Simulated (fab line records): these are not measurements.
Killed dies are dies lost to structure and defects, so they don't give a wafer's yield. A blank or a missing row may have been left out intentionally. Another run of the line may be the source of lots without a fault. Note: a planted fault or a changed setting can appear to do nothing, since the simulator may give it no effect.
2 desks looking at one fault | flow sky130 | each desk holds nothing but its own numbers, with what lay behind them at the end

## METROLOGY DESK
What the gauges read, lot by lot, whatever tool the lot ran on: means of the sampled wafers that have a number. A lot is out of limits, marked OUT, if its mean lies more than 4 standard deviations from the usual mean; the brackets give that distance.
Columns: A = POLY_CUT_OVL at SKY_POLY_CUT_OVL_MEAS_09, usual 2 nm
lot  | first seen here | A
L988 | day 24 00:20    | -3
L990 | day 24 23:55    | -5
L991 | day 25 02:52    | 7
L992 | day 25 19:02    | 15
L102 | day 29 07:33    | 0
L104 | day 29 17:16    | -0
L105 | day 30 08:49    | -0
L106 | day 31 05:50    | 9
L108 | day 31 12:56    | -4
L109 | day 31 16:34    | 7
L110 | day 31 23:56    | 0
L111 | day 32 02:59    | 13
This desk's verdict: no lot among the 12 shows anything out of limits.

## AT THE TOOL OWNER'S DESK: cmp-01
The tool's own readings at SKY_LI_CONTACT_CMP_02 (polishes PSG): means of the sampled wafers that have a number, for each lot that ran on this tool. A lot is out of limits, marked OUT, if its mean lies more than 4 standard deviations from the usual mean; the brackets give that distance.
Columns: A = edge_zone_pressure_frac at SKY_LI_CONTACT_CMP_02, usual 0.999; B = motor_current_A at SKY_LI_CONTACT_CMP_02, usual 12.0 A; C = platen_rpm at SKY_LI_CONTACT_CMP_02, usual 60.00 rpm; D = time_to_endpoint_s at SKY_LI_CONTACT_CMP_02, usual 32.7 s
lot  | first seen here | A     | B    | C     | D
L988 | day 27 17:39    | 0.999 | 12.4 | 59.98 | 31.5
L990 | day 28 15:11    | 1.002 | 13.0 | 60.01 | 31.7
L991 | day 28 17:14    | 0.997 | 12.3 | 59.95 | 32.6
L992 | day 29 11:05    | 1.001 | 12.6 | 59.97 | 33.3
L102 | day 32 18:50    | 1.001 | 11.9 | 59.99 | 33.2
L104 | day 33 05:05    | 0.998 | 12.8 | 60.05 | 31.1
L105 | day 33 19:38    | 0.998 | 12.5 | 59.99 | 32.8
This desk's verdict: no lot among the 7 shows anything out of limits.

## BROUGHT TOGETHER
Metrology desk: nothing out of limits seen.
The desk of the tool owner found nothing out of limits.

## WHAT THE SIMULATOR PUT IN
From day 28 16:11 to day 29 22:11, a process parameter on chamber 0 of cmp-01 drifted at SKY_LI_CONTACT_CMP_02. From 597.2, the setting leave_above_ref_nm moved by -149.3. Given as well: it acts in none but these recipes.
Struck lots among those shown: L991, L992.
